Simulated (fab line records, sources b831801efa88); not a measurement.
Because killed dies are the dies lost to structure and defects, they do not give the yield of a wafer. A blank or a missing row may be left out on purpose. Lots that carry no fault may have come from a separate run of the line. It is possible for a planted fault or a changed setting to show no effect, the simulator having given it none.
Split-lot study :: flow sfqLine :: 23 wafers read from 5 lots, route of 325 steps

## ON THE SPLIT
At SFQ_TRILAYER_M6_LITHO_COAT_159 (resist thk 600 nm), the setting resistThkNm was moved away from the recipe's 600 nm on 8 of the 23 wafers read, by -2.7% to +4.1%. The other wafers ran this setting at the recipe's value.

## FROM THE SPLIT TO THE READING: what the file shows between them, 4 steps
- SFQ_TRILAYER_M6_LITHO_EXPOSE_160: exposes mask M6, target cd 500 nm (also split here: doseMj)
- SFQ_TRILAYER_M6_LITHO_PEB_162: peb time 60 s
- SFQ_TRILAYER_M6_LITHO_DEVELOP_161: time 60 s
- SFQ_TRILAYER_M6_BARC_OPEN_METAL_ETCH_206: etches BARC in O2, target depth 125 nm, time 42.91 s

## THE READING
KrF_of_TRILAYER_M6_LITHO_COAT_159.thkNm (the simulator's own value, which no gauge read), in nm, at SFQ_TRILAYER_M6_ETCH_METAL_ETCH_162 (etches Nb in Cl2/Ar, stops on SiO2, target depth 240 nm, time 120 s). The file gives no usual value for it. Across the 15 wafers here that went through the recipe, the average is 379.8 nm and the standard deviation 3.2 nm.

wafer: L075.2
tool, chamber at the split: lithoTrack-04, 0
resistThkNm as run, nm: 584.4
against the recipe: -2.6%
KrF_of_TRILAYER_M6_LITHO_COAT_159.thkNm, nm: 360.1
against lot-mates on the recipe: -15.2

wafer: L075.3
tool, chamber at the split: lithoTrack-04, 0
resistThkNm as run, nm: 600
against the recipe: recipe
KrF_of_TRILAYER_M6_LITHO_COAT_159.thkNm, nm: 376.3
against lot-mates on the recipe: -

wafer: L075.4
tool, chamber at the split: lithoTrack-04, 0
resistThkNm as run, nm: 584.4
against the recipe: -2.6%
KrF_of_TRILAYER_M6_LITHO_COAT_159.thkNm, nm: 366.3
against lot-mates on the recipe: -9.0

wafer: L075.5
tool, chamber at the split: lithoTrack-04, 0
resistThkNm as run, nm: 584.4
against the recipe: -2.6%
KrF_of_TRILAYER_M6_LITHO_COAT_159.thkNm, nm: 365.7
against lot-mates on the recipe: -9.6

wafer: L075.6
tool, chamber at the split: lithoTrack-04, 0
resistThkNm as run, nm: 600
against the recipe: recipe
KrF_of_TRILAYER_M6_LITHO_COAT_159.thkNm, nm: 374.3
against lot-mates on the recipe: -

wafer: L077.1
tool, chamber at the split: lithoTrack-02, 0
resistThkNm as run, nm: 624.8
against the recipe: +4.1%
KrF_of_TRILAYER_M6_LITHO_COAT_159.thkNm, nm: 409.1
against lot-mates on the recipe: +28.6

wafer: L077.2
tool, chamber at the split: lithoTrack-02, 0
resistThkNm as run, nm: 600
against the recipe: recipe
KrF_of_TRILAYER_M6_LITHO_COAT_159.thkNm, nm: 377.8
against lot-mates on the recipe: -

wafer: L077.4
tool, chamber at the split: lithoTrack-02, 0
resistThkNm as run, nm: 624.8
against the recipe: +4.1%
KrF_of_TRILAYER_M6_LITHO_COAT_159.thkNm, nm: 406.7
against lot-mates on the recipe: +26.2

wafer: L077.5
tool, chamber at the split: lithoTrack-02, 0
resistThkNm as run, nm: 624.8
against the recipe: +4.1%
KrF_of_TRILAYER_M6_LITHO_COAT_159.thkNm, nm: 399.9
against lot-mates on the recipe: +19.4

wafer: L077.6
tool, chamber at the split: lithoTrack-02, 0
resistThkNm as run, nm: 600
against the recipe: recipe
KrF_of_TRILAYER_M6_LITHO_COAT_159.thkNm, nm: 383.2
against lot-mates on the recipe: -

wafer: L079.1
tool, chamber at the split: lithoTrack-01, 0
resistThkNm as run, nm: 600
against the recipe: recipe
KrF_of_TRILAYER_M6_LITHO_COAT_159.thkNm, nm: 377.4
against lot-mates on the recipe: -

wafer: L079.4
tool, chamber at the split: lithoTrack-01, 0
resistThkNm as run, nm: 600
against the recipe: recipe
KrF_of_TRILAYER_M6_LITHO_COAT_159.thkNm, nm: 379.4
against lot-mates on the recipe: -

wafer: L079.6
tool, chamber at the split: lithoTrack-01, 0
resistThkNm as run, nm: 600
against the recipe: recipe
KrF_of_TRILAYER_M6_LITHO_COAT_159.thkNm, nm: 380.5
against lot-mates on the recipe: -

wafer: L080.1
tool, chamber at the split: lithoTrack-02, 0
resistThkNm as run, nm: 600
against the recipe: recipe
KrF_of_TRILAYER_M6_LITHO_COAT_159.thkNm, nm: 380.9
against lot-mates on the recipe: -

wafer: L080.2
tool, chamber at the split: lithoTrack-02, 0
resistThkNm as run, nm: 600
against the recipe: recipe
KrF_of_TRILAYER_M6_LITHO_COAT_159.thkNm, nm: 376.8
against lot-mates on the recipe: -

wafer: L080.3
tool, chamber at the split: lithoTrack-02, 0
resistThkNm as run, nm: 600
against the recipe: recipe
KrF_of_TRILAYER_M6_LITHO_COAT_159.thkNm, nm: 383
against lot-mates on the recipe: -

wafer: L080.5
tool, chamber at the split: lithoTrack-02, 0
resistThkNm as run, nm: 600
against the recipe: recipe
KrF_of_TRILAYER_M6_LITHO_COAT_159.thkNm, nm: 377
against lot-mates on the recipe: -

wafer: L080.6
tool, chamber at the split: lithoTrack-02, 0
resistThkNm as run, nm: 600
against the recipe: recipe
KrF_of_TRILAYER_M6_LITHO_COAT_159.thkNm, nm: 378.1
against lot-mates on the recipe: -

wafer: L084.1
tool, chamber at the split: lithoTrack-02, 0
resistThkNm as run, nm: 600
against the recipe: recipe
KrF_of_TRILAYER_M6_LITHO_COAT_159.thkNm, nm: 382.4
against lot-mates on the recipe: -

wafer: L084.2
tool, chamber at the split: lithoTrack-02, 0
resistThkNm as run, nm: 583.7
against the recipe: -2.7%
KrF_of_TRILAYER_M6_LITHO_COAT_159.thkNm, nm: 367.8
against lot-mates on the recipe: -16.1

wafer: L084.3
tool, chamber at the split: lithoTrack-02, 0
resistThkNm as run, nm: 583.7
against the recipe: -2.7%
KrF_of_TRILAYER_M6_LITHO_COAT_159.thkNm, nm: 366.4
against lot-mates on the recipe: -17.5

wafer: L084.5
tool, chamber at the split: lithoTrack-02, 0
resistThkNm as run, nm: 600
against the recipe: recipe
KrF_of_TRILAYER_M6_LITHO_COAT_159.thkNm, nm: 385.8
against lot-mates on the recipe: -

wafer: L084.6
tool, chamber at the split: lithoTrack-02, 0
resistThkNm as run, nm: 600
against the recipe: recipe
KrF_of_TRILAYER_M6_LITHO_COAT_159.thkNm, nm: 383.5
against lot-mates on the recipe: -

THE FIT
A straight line over all 23 wafers: KrF_of_TRILAYER_M6_LITHO_COAT_159.thkNm changes by +5.88 nm for each +1% of resistThkNm; r = +0.96; the points scatter about the line by 3.4 nm.
The same after taking each lot's own level away (the mean of its wafers on the recipe; 23 wafers): +5.64 nm for each +1%; r = +0.97; scatter 2.8 nm.
That fit puts the effect of the largest move of resistThkNm on the reading at 23 nm.
The span of the lots' own levels, 375.30 to 383.90 nm, comes to 2.7 times the standard deviation stated above.
So the lot-to-lot level changes the slope little: the two slopes agree.
Check: for one of the wafers moved furthest among these (+4.1%), held out of the fit, the line's prediction against its lot-mates is +22.2 nm. Against them it came out at +28.6 nm.

## THESE WAFERS: OTHER SPLITS
These wafers also went through other splits before the reading. Each is held against what the fit with the lots' levels taken away leaves over:
other split on the same wafers: SFQ_TRILAYER_JJ_CE_ETCH_RIE_118 biasW
wafers away from the commonest value: 7
r with KrF_of_TRILAYER_M6_LITHO_COAT_159.thkNm (lot level and that fit taken away): +0.01

other split on the same wafers: SFQ_TRILAYER_M5_LITHO_EXPOSE_124 doseMj
wafers away from the commonest value: 6
r with KrF_of_TRILAYER_M6_LITHO_COAT_159.thkNm (lot level and that fit taken away): -0.14

other split on the same wafers: SFQ_TRILAYER_R5_LITHO_EXPOSE_137 doseMj
wafers away from the commonest value: 8
r with KrF_of_TRILAYER_M6_LITHO_COAT_159.thkNm (lot level and that fit taken away): +0.00

other split on the same wafers: SFQ_TRILAYER_R5_BARC_OPEN_METAL_ETCH_177 timeS
wafers away from the commonest value: 10
r with KrF_of_TRILAYER_M6_LITHO_COAT_159.thkNm (lot level and that fit taken away): -0.11

other split on the same wafers: SFQ_TRILAYER_I5_BARC_OPEN_VIA_ETCH_200 timeS
wafers away from the commonest value: 7
r with KrF_of_TRILAYER_M6_LITHO_COAT_159.thkNm (lot level and that fit taken away): +0.14

other split on the same wafers: SFQ_TRILAYER_C5_LITHO_COAT_156 resistThkNm
wafers away from the commonest value: 10
r with KrF_of_TRILAYER_M6_LITHO_COAT_159.thkNm (lot level and that fit taken away): +0.00

other split on the same wafers: SFQ_TRILAYER_M6_LITHO_EXPOSE_160 doseMj
wafers away from the commonest value: 8
r with KrF_of_TRILAYER_M6_LITHO_COAT_159.thkNm (lot level and that fit taken away): +0.02

## THE WHOLE CHAIN: every reading that the file lists as answering this split, in the file's order
step: SFQ_TRILAYER_M6_LITHO_COAT_159
what it does: resist thk 600 nm
reading: KrF_of_TRILAYER_M6_LITHO_COAT_159.thkNm (the simulator's own value, which no gauge read)
change (the file's fit): +5.98 nm for each +1% of the setting
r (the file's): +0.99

step: SFQ_TRILAYER_M6_BARC_OPEN_METAL_ETCH_206
what it does: etches BARC in O2, target depth 125 nm, time 42.91 s
reading: KrF_of_TRILAYER_M6_LITHO_COAT_159.thkNm (the simulator's own value, which no gauge read)
change (the file's fit): +5.92 nm for each +1% of the setting
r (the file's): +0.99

step: SFQ_TRILAYER_M6_ETCH_METAL_ETCH_162
what it does: etches Nb in Cl2/Ar, stops on SiO2, target depth 240 nm, time 120 s
reading: KrF_of_TRILAYER_M6_LITHO_COAT_159.thkNm (the simulator's own value, which no gauge read)
change (the file's fit): +5.68 nm for each +1% of the setting
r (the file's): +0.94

## THE FILE'S OWN FIT
KrF_of_TRILAYER_M6_LITHO_COAT_159.thkNm changes by +5.68 nm for each +1% of resistThkNm, r = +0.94.
